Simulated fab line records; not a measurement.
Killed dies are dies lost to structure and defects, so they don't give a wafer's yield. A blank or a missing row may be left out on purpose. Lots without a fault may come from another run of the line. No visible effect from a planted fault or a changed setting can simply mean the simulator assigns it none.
A lot that was struck, set against a sound lot -- flow sky130 -- 18 out of 708 route steps
Sound: the wafers L424.1, L424.3, L424.6. Struck: wafer L414.4. (L414.3, L414.6 of the same lot were not struck and are left out.) The cause comes at the end.
For every step that has rows: the tool of each side, followed by ch and its chambers, followed by its first start. Under that, the readings that differ: sound wafers -- struck wafers -- difference of the means -- sigmas: that difference in standard deviations of wafers without a fault.
alike: readings with means less than 2 such deviations apart, plus words and numbers identical on both sides. not compared: withheld readings, readings lacking a value on some wafer, bounds such as >300 that could conceal the same value, and numbers that have no deviation in the record and whose values overlap.
A row with sigmas, a row that says differs or no value, or rows on one side alone: a step with any of these is where the two part. Non-overlapping numbers with no deviation appear without sigmas and do not part them. A reading missing from all wafers of one side parts the sides only when that side holds two or more wafers.

first, 3 steps without rows for these wafers: SKY_VIA3_EXPOSE_09 (exposes mask VIM3, target cd 200 nm); SKY_VIA3_PEB_10; SKY_VIA3_DEVELOP_11 (develop time 60 s).
SKY_VIA3_CD_MEAS_12: the cd target is 200 nm.
  sound: cd sem-02 at day 46 23:32; struck: cd sem-01 at day 43 19:44
  alike: cd nm
SKY_VIA3_OVL_MEAS_13:
  sound: overlay-01 at day 46 23:40; struck: overlay-01 at day 43 19:50
  alike: VIA3_OVL
SKY_VIA3_ETCH_14: etches BARC in N2/H2, stops on SiO2, time 45.9 s, target depth 60 nm.
  sound on rie diel-01 ch 2,3, day 46 23:42; struck on rie diel-01 ch 3, day 43 19:51
  alike: drypump motor current A, oes product au, throttle valve pct
  not compared: rf hours counter h
SKY_VIA3_ETCH_15: etches SiO2 in C4F8/O2/Ar, stops on TiN, target depth 507 nm, time 78 s.
  sound on rie diel-01 ch 2,3, day 46 23:44; struck on rie diel-01 ch 3, day 43 19:53
  alike: oes product au
SKY_VIA3_STRIP_16: strips in O2/N2.
  sound on plasma asher-03 ch 1, day 46 23:48; struck on plasma asher-01 ch 1, day 43 19:59
  alike: drypump motor current A, oes product au, strip time to endpoint s
  not compared: rf hours counter h
then, 3 steps without rows for these wafers: SKY_VIA3_STRIP_17 (strips in post etch residue remover, time 1200 s); SKY_VIA3_CLEAN_18 (cleans in IPA, time 180 s); SKY_VIA3_CLEAN_19 (cleans in O3/DIW).
SKY_VIA3_SPUTTER_20: material TiN, target thk 20 nm, time 80 s.
  sound: pvd sputter-04 at day 47 00:23; struck: pvd sputter-02 at day 43 20:32
  alike: throttle valve pct
SKY_VIA3_CVD_21: deposits W, target thk 390 nm, time 117.31 s.
  sound on cvd w-02 ch 1, day 47 00:27; struck on cvd w-02 ch 0, day 43 20:39
reading,sound,struck,difference,sigmas
model.W_of_VIA3_CVD_21.thk nm (nm),384.4 382.1 381.7,275.7,-107.0,
  alike: heater power w
SKY_VIA3_RS_MEAS_22: a four-point-probe measurement.
  sound: film metro-04 at day 47 00:35; struck: film metro-02 at day 43 21:03
reading,sound,struck,difference,sigmas
VIA3_W_RS (ohm/sq),0.298 0.299 0.301,0.419,+0.120,+30
  not compared: hold
SKY_VIA3_THK_MEAS_23: measures by xrf.
  sound: film metro-04 at day 47 00:42; struck: film metro-02 at day 44 00:08
reading,sound,struck,difference,sigmas
VIA3_W_THK (nm),388 385 385,279,-107,-18
  not compared: hold
SKY_VIA3_CMP_24: polishes, stops on SiO2, t overpolish 20 s, target thk 0 nm.
  sound on cmp-01 ch 0,2, day 47 00:49; struck on cmp-01 ch 2, day 44 03:03
reading,sound,struck,difference,sigmas
hold,- - -,await dispo/2.5h/release,no value on the sound wafers,
time to endpoint s (s),97 91 93,68,-26,-8
  alike: motor current A, slurry filter dp kPa
SKY_METAL4_SPUTTER_00: material Ti, target thk 15 nm, time 10 s.
  sound: pvd sputter-02 at day 47 01:04; struck: pvd sputter-01 at day 44 03:15
  alike: throttle valve pct
-- the record jumps here: 5 days lie between the struck wafers' starts before and after (it left off in module METAL4 and takes up again in module PAD_OPEN, whose first step shown is number 708 of the route) --
SKY_PAD_OPEN_PROBE_99:
  only the struck wafers here have rows in the record (prober-02, day 49 13:36); the sound ones have none

== WHERE THEY PART ==
First at SKY_VIA3_RS_MEAS_22; last, within this record, at SKY_PAD_OPEN_PROBE_99.

WHY: the cause the simulator had injected
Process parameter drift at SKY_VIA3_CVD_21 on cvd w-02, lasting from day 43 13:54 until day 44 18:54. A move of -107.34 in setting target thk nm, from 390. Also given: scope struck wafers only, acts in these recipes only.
